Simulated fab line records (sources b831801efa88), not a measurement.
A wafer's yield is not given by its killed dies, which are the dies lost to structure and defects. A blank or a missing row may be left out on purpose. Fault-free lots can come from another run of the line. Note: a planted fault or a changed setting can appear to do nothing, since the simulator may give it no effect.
Matching of chambers	flow sky130	rie_diel-02 running SKY_VIA1_ETCH_14: 4 sister chambers
The step etches BARC in N2/H2, stops on SiO2, time 45.9 s, target depth 60 nm. 4 wafers are shown with their chamber, then 9 later ones without.

EACH WAFER AND ITS CHAMBER
wafer	chamber	drypump_motor_current_A (A)
L080.3	0	5.0
L084.2	3	5.5
L086.5	1	4.9
L086.6	2	6.2

WAFERS MISSING THEIR CHAMBER
wafer	drypump_motor_current_A (A)
L091.2	5.5
L091.3	6.1
L091.4	4.9
L093.1	4.9
L093.3	6.1
L093.6	5.5
L094.1	4.9
L094.2	6.1
L094.4	5.0

WHICH CHAMBER EACH WENT THROUGH
wafer	from the rows above	in truth
L091.2	3	3
L091.3	2	2
L091.4	can't be placed: 1 or 0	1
L093.1	can't be placed: 1 or 0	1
L093.3	2	2
L093.6	3	3
L094.1	can't be placed: 1 or 0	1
L094.2	2	2
L094.4	can't be placed: 0 or 1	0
5 of 9 placed correctly. Unplaceable from these rows: 4, with the true chamber sitting among the candidates in 4. Number placed wrongly: 0.
How it was worked out, from the rows above alone: a wafer's distance from a chamber is the root of the sum, over the readings, of the square of ((its reading less the chamber's mean) divided by the reading's scatter). The wafer belongs to the nearest chamber; if the next one is less than 2 further off, it can't be placed. For every chamber, the mean is computed from those of its wafers that are shown. The scatter: root of mean squared gap, hidden wafer to nearest shown wafer, with one shown wafer a chamber.
